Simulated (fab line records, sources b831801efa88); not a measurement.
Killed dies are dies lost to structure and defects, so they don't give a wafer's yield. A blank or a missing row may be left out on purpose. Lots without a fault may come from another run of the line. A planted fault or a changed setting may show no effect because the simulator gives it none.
Which tool did it? | flow sky130 | 11 lots, 33 wafers sampled, at 5 steps of a route of 708

WHAT THE GAUGES READ, wafer by wafer
The record holds no reading of a measuring or inspecting step that can be judged against a usual standard deviation.

WHICH TOOL RAN EACH LOT (tool, then ch and the chambers of the sampled wafers, then the start)
lot  | SKY_METAL4_SPUTTER_01        | SKY_METAL4_METAL_ETCH_18          | SKY_VIA4_SPUTTER_17          | SKY_METAL5_SPUTTER_03        | SKY_PAD_OPEN_PROBE_99
L804 | pvd_sputter-02, day 40 05:28 | rie_metal-01 ch 0,1, day 42 07:58 | pvd_sputter-02, day 43 09:22 | pvd_sputter-04, day 43 10:09 | prober-01, day 46 05:59
L805 | pvd_sputter-02, day 40 08:31 | rie_metal-04 ch 0, day 42 09:04   | pvd_sputter-01, day 43 10:05 | pvd_sputter-03, day 43 10:52 | prober-02, day 46 07:27
L807 | pvd_sputter-04, day 41 06:11 | rie_metal-04 ch 0,1, day 43 06:38 | pvd_sputter-01, day 44 06:19 | pvd_sputter-01, day 44 07:08 | prober-01, day 47 02:44
L808 | pvd_sputter-04, day 41 15:13 | rie_metal-03 ch 1, day 43 14:50   | pvd_sputter-01, day 44 14:41 | pvd_sputter-04, day 44 15:49 | prober-02, day 47 08:56
L810 | pvd_sputter-03, day 42 00:10 | rie_metal-01 ch 0, day 43 22:49   | pvd_sputter-02, day 44 23:05 | pvd_sputter-01, day 44 23:54 | prober-02, day 47 18:05
L811 | pvd_sputter-04, day 42 01:31 | rie_metal-03 ch 0, day 44 00:43   | pvd_sputter-02, day 45 00:59 | pvd_sputter-04, day 45 02:02 | prober-01, day 47 19:59
L812 | pvd_sputter-04, day 42 05:10 | rie_metal-04 ch 0,1, day 44 04:01 | pvd_sputter-02, day 45 03:37 | pvd_sputter-03, day 45 04:55 | prober-02, day 47 22:49
L816 | pvd_sputter-04, day 43 04:15 | rie_metal-03 ch 0,1, day 45 01:38 | pvd_sputter-02, day 46 01:08 | pvd_sputter-03, day 46 01:55 | prober-02, day 48 18:02
L822 | pvd_sputter-02, day 44 14:05 | rie_metal-03 ch 0,1, day 46 10:22 | pvd_sputter-02, day 47 07:59 | pvd_sputter-03, day 47 08:47 | prober-01, day 49 19:35
L823 | pvd_sputter-03, day 44 20:34 | rie_metal-03 ch 0,1, day 46 16:48 | pvd_sputter-04, day 47 15:36 | pvd_sputter-03, day 47 17:13 | prober-02, day 50 02:10
L824 | pvd_sputter-03, day 45 01:39 | rie_metal-01 ch 0,1, day 46 21:16 | pvd_sputter-01, day 47 19:48 | pvd_sputter-01, day 47 20:35 | prober-01, day 50 05:51
- SKY_METAL4_SPUTTER_01: material TiN, target thk 20 nm, time 16.7 s.
- SKY_METAL4_METAL_ETCH_18: etches the open film in Cl2/BCl3, stops on SiO2, target depth 845 nm, time 183.1 s.
- SKY_VIA4_SPUTTER_17: material TiN, target thk 20 nm, time 80 s.
- SKY_METAL5_SPUTTER_03: material Ti, target thk 5 nm, time 3.3 s.
- SKY_PAD_OPEN_PROBE_99

WHAT THE TOOLS THEMSELVES READ (means of the sampled wafers that have a number; where no wafer has one, the mark that the record gives instead)
SKY_METAL4_SPUTTER_01. Usual: cathode_dc_power_W 6500.0 W, standard deviation 1.1; throttle_valve_pct 30.3 %, standard deviation 1.5.
lot  | tool           | cathode_dc_power_W (W) | throttle_valve_pct (%) | flag
L804 | pvd_sputter-02 | 6500.6                 | 30.6                   |
L805 | pvd_sputter-02 | 6499.6                 | 30.6                   |
L807 | pvd_sputter-04 | 6499.2                 | 28.8                   |
L808 | pvd_sputter-04 | 6499.9                 | 28.9                   |
L810 | pvd_sputter-03 | 6499.6                 | 29.2                   |
L811 | pvd_sputter-04 | 6500.1                 | 29.9                   |
L812 | pvd_sputter-04 | 6499.7                 | 29.8                   |
L816 | pvd_sputter-04 | 6498.9                 | 28.9                   |
L822 | pvd_sputter-02 | 6499.5                 | 31.9                   |
L823 | pvd_sputter-03 | 6499.6                 | 30.1                   |
L824 | pvd_sputter-03 | 6499.7                 | 29.4                   |

SKY_METAL4_METAL_ETCH_18. Usual: drypump_motor_current_A 5.6 A, standard deviation 0.43; oes_product_au 0.864 a.u., standard deviation 0.0069; throttle_valve_pct 22.264 %, standard deviation 0.0089.
lot  | tool         | drypump_motor_current_A (A) | oes_product_au (a.u.) | throttle_valve_pct (%) | flag
L804 | rie_metal-01 | 5.9                         | 0.854                 | 22.273                 |
L805 | rie_metal-04 | 5.0                         | 0.871                 | 22.257                 |
L807 | rie_metal-04 | 5.4                         | 0.857                 | 22.263                 |
L808 | rie_metal-03 | 5.6                         | 0.869                 | 22.261                 |
L810 | rie_metal-01 | 5.7                         | 0.865                 | 22.264                 |
L811 | rie_metal-03 | 5.3                         | 0.863                 | 22.263                 |
L812 | rie_metal-04 | 5.4                         | 0.867                 | 22.259                 |
L816 | rie_metal-03 | 5.4                         | 0.854                 | 22.255                 |
L822 | rie_metal-03 | 5.5                         | 0.865                 | 22.261                 |
L823 | rie_metal-03 | 5.5                         | 0.868                 | 22.265                 |
L824 | rie_metal-01 | 5.9                         | 0.858                 | 22.261                 |

SKY_VIA4_SPUTTER_17. Usual: cathode_dc_power_W 4000.0 W, standard deviation 0.78; throttle_valve_pct 30.2 %, standard deviation 1.2.
lot  | tool           | cathode_dc_power_W (W) | throttle_valve_pct (%) | flag
L804 | pvd_sputter-02 | 3999.8                 | 31.0                   |
L805 | pvd_sputter-01 | 4000.2                 | 30.0                   |
L807 | pvd_sputter-01 | 4000.1                 | 29.6                   |
L808 | pvd_sputter-01 | 3999.2                 | 29.6                   |
L810 | pvd_sputter-02 | 3999.8                 | 32.3                   |
L811 | pvd_sputter-02 | 4000.7                 | 30.7                   |
L812 | pvd_sputter-02 | 3999.8                 | 31.1                   |
L816 | pvd_sputter-02 | 4000.4                 | 31.2                   |
L822 | pvd_sputter-02 | 3999.9                 | 31.9                   |
L823 | pvd_sputter-04 | 4000.7                 | 29.5                   |
L824 | pvd_sputter-01 | 4000.3                 | 29.7                   |

SKY_METAL5_SPUTTER_03. Usual: cathode_dc_power_W 2999.9 W, standard deviation 0.58; throttle_valve_pct 29.6 %, standard deviation 0.82.
lot  | tool           | cathode_dc_power_W (W) | throttle_valve_pct (%) | flag
L804 | pvd_sputter-04 | 3000.0                 | 29.9                   |
L805 | pvd_sputter-03 | 2999.5                 | 28.8                   |
L807 | pvd_sputter-01 | 3000.0                 | 29.7                   |
L808 | pvd_sputter-04 | 2999.5                 | 29.5                   |
L810 | pvd_sputter-01 | 3000.4                 | 29.7                   |
L811 | pvd_sputter-04 | 2999.5                 | 29.3                   |
L812 | pvd_sputter-03 | 2999.5                 | 29.1                   |
L816 | pvd_sputter-03 | 3000.4                 | 29.2                   |
L822 | pvd_sputter-03 | 3000.1                 | 29.9                   |
L823 | pvd_sputter-03 | 2999.8                 | 28.4                   |
L824 | pvd_sputter-01 | 2999.9                 | 29.7                   |

SKY_PAD_OPEN_PROBE_99. Usual: defect_limited_yield 82.5 %, standard deviation 1.7; killed_at_M0_to_M3 43, standard deviation 6.1; killed_at_M4_up 3.5, standard deviation 2; killed_at_contacts 25, standard deviation 5.1; killed_at_front_end 14, standard deviation 4.2; killed_at_other 0.3, standard deviation 0.55; killed_dies 86, standard deviation 8.3; killed_on_rim 17, standard deviation 3.7; killed_open 46, standard deviation 7.2; killed_short 39, standard deviation 6; sort_bin_3_pad_short 0.9 %, standard deviation 0.42; sort_bin_5_function 10.3 %, standard deviation 1.4; sort_bin_6_memory 6.3 %, standard deviation 1.1; sort_bin_8_speed 0.00 %, standard deviation 0.017; sort_n_pass 406, standard deviation 8.3; sort_yield_pct 82.5 %, standard deviation 1.7.
lot  | tool      | defect_limited_yield (%) | killed_at_M0_to_M3 | killed_at_M4_up | killed_at_contacts | killed_at_front_end | killed_at_other | killed_dies | killed_on_rim | killed_open | killed_short | sort_bin_3_pad_short (%) | sort_bin_5_function (%) | sort_bin_6_memory (%) | sort_bin_8_speed (%) | sort_n_pass | sort_yield_pct (%) | flag
L804 | prober-01 | 83.8                     | 43                 | 2.7             | 24                 | 10                  | 0.0             | 80          | 14            | 46          | 34           | 0.4                      | 10.2                    | 5.6                   | 0.00                 | 412         | 83.8               |
L805 | prober-02 | 81.9                     | 41                 | 6.0             | 25                 | 16                  | 0.7             | 89          | 15            | 44          | 43           | 1.0                      | 10.9                    | 6.2                   | 0.00                 | 403         | 81.9               |
L807 | prober-01 | 81.2                     | 48                 | 4.0             | 25                 | 15                  | 0.0             | 92          | 18            | 49          | 43           | 1.3                      | 10.9                    | 6.6                   | 0.00                 | 400         | 81.2               |
L808 | prober-02 | 81.7                     | 45                 | 5.7             | 24                 | 14                  | 0.3             | 90          | 15            | 45          | 45           | 1.1                      | 10.6                    | 6.6                   | 0.00                 | 402         | 81.7               |
L810 | prober-02 | 83.0                     | 39                 | 4.7             | 29                 | 10                  | 0.3             | 83          | 17            | 45          | 38           | 0.9                      | 10.3                    | 5.8                   | 0.00                 | 409         | 83.0               |
L811 | prober-01 | 82.5                     | 43                 | 3.3             | 23                 | 16                  | 0.3             | 86          | 18            | 42          | 44           | 1.3                      | 9.7                     | 6.4                   | 0.00                 | 406         | 82.5               |
L812 | prober-02 | 79.0                     | 44                 | 19.0            | 24                 | 16                  | 0.0             | 103         | 20            | 50          | 37           | 2.2                      | 12.1                    | 6.7                   | 0.00                 | 389         | 79.0               | OFF
L816 | prober-02 | 80.1                     | 39                 | 20.0            | 28                 | 10                  | 0.3             | 98          | 24            | 43          | 38           | 1.8                      | 12.6                    | 5.5                   | 0.00                 | 394         | 80.1               | OFF
L822 | prober-01 | 81.6                     | 44                 | 2.7             | 25                 | 19                  | 0.0             | 91          | 18            | 46          | 45           | 1.0                      | 11.6                    | 5.8                   | 0.07                 | 401         | 81.5               | OFF
L823 | prober-02 | 80.2                     | 50                 | 3.3             | 23                 | 21                  | 0.0             | 97          | 22            | 49          | 48           | 1.1                      | 11.8                    | 6.9                   | 0.00                 | 395         | 80.2               |
L824 | prober-01 | 82.0                     | 46                 | 4.7             | 22                 | 15                  | 1.0             | 89          | 17            | 46          | 41           | 0.8                      | 10.9                    | 6.3                   | 0.00                 | 403         | 82.0               |

THE ANSWER, worked out from the rows above alone
Rule: a lot is off if the mean of its wafers that have a number lies more than 3 standard deviations from the usual mean. A lot without any number at a reading at which 4 lots or more have one is off too. The other lots that the step has rows for count as sound. The gauges are gone through in route order, then the tools' own readings, and for those a lot's mean is taken as printed above. The first step at which some lot is off is used, and at that step the reading that is off furthest; a lot without a number counts as furthest.
Off: L812, L816, at SKY_PAD_OPEN_PROBE_99 (killed_at_M4_up).
A tool fits if, at that step or a process step before it, it ran every lot that is off, and no sound lot after the first of them. One fits: pvd_sputter-04 at SKY_METAL4_SPUTTER_01. Its last sound lot is L811 (day 42 01:31), its first lot that is off L812 (day 42 05:10): a fault that began between those two fits.

WHAT THE SIMULATOR HAD PUT IN
Chamber particle source: pvd_sputter-04, from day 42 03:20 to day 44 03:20, at SKY_METAL4_SPUTTER_01. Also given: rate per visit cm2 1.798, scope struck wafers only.
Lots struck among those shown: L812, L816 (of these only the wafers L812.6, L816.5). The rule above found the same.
